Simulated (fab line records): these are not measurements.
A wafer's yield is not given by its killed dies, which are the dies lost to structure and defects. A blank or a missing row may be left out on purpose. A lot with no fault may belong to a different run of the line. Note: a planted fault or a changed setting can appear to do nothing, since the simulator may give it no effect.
Problem report in the 8D (eight disciplines) form, filled by code / flow gf180mcu / the parts of the form that need people (team, actions taken, sign-off) are left out

== 1. THE ISSUE ==
On 2 wafers of 1 lot, cd_nm at GF_M2_CD_MEAS_14 has a mean of 269.7 nm; fault-free wafers read 279.8 nm, standard deviation 1.2. That puts it -8.4 standard deviations away from the usual mean.
The step: target cd 280 nm.
The first sign was on wafer L956.2 at day 25 11:40, on cd_sem-01. Wafers with a number at this step in the record: 36, from 12 lots. By rule, "out" or "out of limits" means more than 4 standard deviations away from the usual mean. All remaining wafers that have a number are taken as sound.

== 2. WHAT THIS IS AND IS NOT ==
question=which readings at this step | is=cd_nm | is not=-
question=which lots | is=L956 | is not=L939, L940, L941, L942, L943, L944, L945, L946, L947, L948, L960
question=which wafers of those lots | is=L956.2, L956.3 | is not=L956.4
question=read on which gauges | is=cd_sem-01 | is not=cd_sem-02
question=when | is=from day 25 11:40 | is not=up to then (31 sound wafers); but 3 sound wafers of L960 came after

== 3. THE SUSPECTS, EACH WITH WHAT RULES IT OUT ==
Counting: any tool at a process step up to the reading remains a suspect provided it ran every lot that is out. Sound lots after the first of them don't rule it out here, since some wafers of a struck lot are sound.
- the gauge at GF_M2_CD_MEAS_14: kept. All the wafers that are out were read on cd_sem-01, and no step on other tools shows them out.
- pvd_sputter-04 at GF_V1_SPUTTER_22 (material TiN, target thk 10 nm, time 40 s): kept. It processed L956, the lot that is out, at day 24 13:26, and its most recent sound lot before then was L948 at day 22 03:08.
- pvd_sputter-03 at GF_M2_SPUTTER_04 (material TiN, target thk 50 nm, time 41.7 s): kept. It processed L956, the lot that is out, at day 24 14:16, and its most recent sound lot before then was L946 at day 21 04:44.
- krf_scanner-01 at GF_M2_EXPOSE_11 (exposes mask Metal2, target cd 280 nm): kept. It processed L956, the lot that is out, at day 25 01:14, and its most recent sound lot before then was L948 at day 22 15:54.
Left after counting: pvd_sputter-04 at GF_V1_SPUTTER_22, pvd_sputter-03 at GF_M2_SPUTTER_04, krf_scanner-01 at GF_M2_EXPOSE_11, cd_sem-01 at GF_M2_CD_MEAS_14.

== 4. THE CAUSE (what the simulator had put in) ==
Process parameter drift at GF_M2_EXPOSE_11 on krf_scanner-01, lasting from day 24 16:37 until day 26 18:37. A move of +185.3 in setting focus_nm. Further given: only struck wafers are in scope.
After counting, 4 suspects remain, this tool included.

== 5. SEQUENCE OF EFFECTS, ordered by route ==
Each row: a reading where the mean over the struck wafers with a number is more than 3 standard deviations away from the usual. Only readings whose record carries a usual standard deviation are examined. hours: median over the lots of the time between each lot's start at the first step of this table that gives one and its start at this step. sigmas: the change, counted in usual standard deviations.
hours=0; step=GF_M2_CD_MEAS_14; reading=cd_nm; usual=279.8 nm; on struck wafers=269.7; change=-10.1; sigmas=-8.4
Later measuring or inspecting steps at which every struck wafer that the step has a row for has a number for every such reading, and none has moved that far: GF_M2_OVL_MEAS_15.

== 6. HOW IT WOULD HAVE BEEN CAUGHT EARLIER ==
The first out-of-limits reading at a measuring or inspecting step in this record came at day 25 11:40, 19 hours after the fault's start at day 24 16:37.
Of the tool readings at GF_M2_EXPOSE_11 for which the record gives a usual standard deviation, none was out on any struck wafer, so an alarm limit of 4 standard deviations on them would not have fired.
By day 25 11:40, every lot that is out (1) had started GF_M2_EXPOSE_11 on krf_scanner-01. Tool hold at that time: it would have spared none of them.
